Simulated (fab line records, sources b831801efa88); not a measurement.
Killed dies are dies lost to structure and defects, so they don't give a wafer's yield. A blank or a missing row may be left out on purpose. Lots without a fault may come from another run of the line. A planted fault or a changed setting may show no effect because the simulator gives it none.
Problem report in the 8D (eight disciplines) form, filled by code | flow gf180mcu | the parts of the form that need people (team, actions taken, sign-off) are left out

1. THE PROBLEM
M1_ALCU_RS at GF_M1_RS_MEAS_05 reads a mean of 0.0639 ohm/sq on 6 wafers of 2 lots; wafers without a fault read 0.0697 ohm/sq with a standard deviation of 0.00067. That is -8.6 standard deviations from the usual mean.
The step: measures by four-point-probe.
First seen on wafer L486.1, day 23 00:18, on film_metro-02. The record holds 36 wafers of 12 lots with a number at this step. Rule for "out", or "out of limits": more than 4 standard deviations from the usual mean. The other wafers with a number count as sound.

2. WHAT IT IS AND WHAT IT IS NOT
question                    | is                     | is not
which readings at this step | M1_ALCU_RS             | -
which lots                  | L486, L487             | L468, L469, L470, L473, L475, L476, L477, L478, L479, L490
which wafers of those lots  | all that have a number | -
read on which gauges        | film_metro-02          | film_metro-01, film_metro-04
when                        | from day 23 00:18      | up to then (27 sound wafers); but 3 sound wafers of L490 came after

3. SUSPECTS, AND WHAT RULES EACH OUT
Counting: a tool at a process step up to the reading stays a suspect if it ran every lot that is out and no sound lot after the first of them.
- the gauge at GF_M1_RS_MEAS_05: kept. All the wafers that are out were read on film_metro-02, and no step on other tools shows them out.
- rtp_anneal-01 at GF_SALICIDE_RTA_08 (time 30 s): kept. It ran every lot that is out, first L486 (day 21 22:58), and no sound lot after that; its last sound lot up to then is L479 (day 19 14:20).
- pvd_sputter-02 at GF_M1_SPUTTER_02 (material AlCu, target thk 450 nm, time 23.9 s): kept. It ran every lot that is out, first L486 (day 23 00:13), and no sound lot after that; its last sound lot up to then is L478 (day 20 14:19).
- pvd_sputter-02 at GF_M1_SPUTTER_03 (material Ti, target thk 10 nm, time 6.7 s): kept. It ran every lot that is out, first L486 (day 23 00:14), and no sound lot after that; its last sound lot up to then is L478 (day 20 14:20).
Left after counting: rtp_anneal-01 at GF_SALICIDE_RTA_08, pvd_sputter-02 at GF_M1_SPUTTER_02, pvd_sputter-02 at GF_M1_SPUTTER_03, film_metro-02 at GF_M1_RS_MEAS_05.

4. THE CAUSE (what the simulator had put in)
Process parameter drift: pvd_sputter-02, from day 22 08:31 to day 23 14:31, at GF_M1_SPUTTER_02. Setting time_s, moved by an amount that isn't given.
Counting left 4 suspects, and this tool is among them.

5. THE CHAIN OF EFFECTS, in route order
Each row: a reading whose mean over the struck wafers that have a number lies more than 3 standard deviations from the usual. Only readings for which the record gives a usual standard deviation are gone through. hours: the time from each lot's start at the first step in this table that gives one to its start at this step, as a median over the lots. sigmas: the change in usual standard deviations.
hours | step              | reading     | usual         | on struck wafers | change  | sigmas
0     | GF_M1_RS_MEAS_05  | M1_ALCU_RS  | 0.0697 ohm/sq | 0.0639           | -0.0058 | -8.6
0     | GF_M1_THK_MEAS_06 | M1_ALCU_THK | 448 nm        | 488              | +40     | +9.5
Later measuring or inspecting steps at which every struck wafer that the step has a row for has a number for every such reading, and none has moved that far: GF_V1_THK_MEAS_03.

6. WHAT WOULD HAVE CAUGHT IT SOONER
In this record the first reading out of limits at a measuring or inspecting step was taken at day 23 00:18, 16 hours after the fault began at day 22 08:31.
Of the tool readings at GF_M1_SPUTTER_02 for which the record gives a usual standard deviation, none was out on any struck wafer, so an alarm limit of 4 standard deviations on them would not have fired.
Of the lots that are out (2), L487 began GF_M1_SPUTTER_02 on pvd_sputter-02 after day 23 00:18. A hold on the tool at that time would have spared it.
